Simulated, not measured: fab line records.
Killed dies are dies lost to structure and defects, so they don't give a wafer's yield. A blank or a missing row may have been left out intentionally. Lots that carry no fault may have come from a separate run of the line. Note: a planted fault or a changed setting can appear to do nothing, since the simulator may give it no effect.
The tool behind it: which one? + flow sky130 + 8 lots (24 wafers sampled), 1 step of a 708-step route

== WHAT THE GAUGES READ, wafer by wafer ==
SKY_FIELD_ISO_THK_MEAS_02.
| lot  | measured    | on            | FIELD_ISO_OXIDATION_00_THK (nm) |
|------|-------------|---------------|---------------------------------|
| L479 | day 1 11:38 | film_metro-04 | 12.07 12.14 12.09               |
| L480 | day 1 17:07 | film_metro-04 | 12.21 12.28 12.26               |
| L481 | day 1 23:24 | film_metro-04 | 12.18 12.16 12.22               |
| L484 | day 2 13:24 | film_metro-02 | 12.28 12.38 12.17               |
| L490 | day 3 18:38 | film_metro-02 | 11.66 11.57 11.56               |
| L491 | day 3 23:38 | film_metro-04 | 12.15 12.14 12.06               |
| L494 | day 4 14:38 | film_metro-03 | 11.94 11.65 11.72               |
| L498 | day 5 11:41 | film_metro-03 | 11.84 11.95 11.67               |

== TOOL THAT RAN EACH LOT (tool first, then ch and the chambers of the sampled wafers, then the start) ==
No process step before these readings appears in the record.

== WHAT THE TOOLS THEMSELVES READ (means of the sampled wafers that have a number; where no wafer has one, the mark that the record gives instead) ==
The record holds no such reading with a usual standard deviation.

== THE ANSWER, worked out from the rows above alone ==
Rule: what is usual is taken from the lots themselves. The widest of any qualifying gaps counts: lots, ordered by their means at a reading, are off when they make up no more than a third of the lots, leave a main group of 4 or more, and stand apart from it by 3 or more times the standard deviation of that group's means. If all means in a main group match to the digits the tables above print for the reading, that group is not used. Also off: a lot with no number at a reading for which 4 or more lots have one. The other lots that the step has rows for count as sound. Order of review: gauges by route order, followed by the tools' own readings, for which a lot's mean as printed above is used. The first step at which some lot is off is used, and at that step the reading that is off furthest; a lot without a number counts as furthest.
Nothing can be told from this: no lot is off at any reading shown.

== WHAT THE SIMULATOR PUT IN ==
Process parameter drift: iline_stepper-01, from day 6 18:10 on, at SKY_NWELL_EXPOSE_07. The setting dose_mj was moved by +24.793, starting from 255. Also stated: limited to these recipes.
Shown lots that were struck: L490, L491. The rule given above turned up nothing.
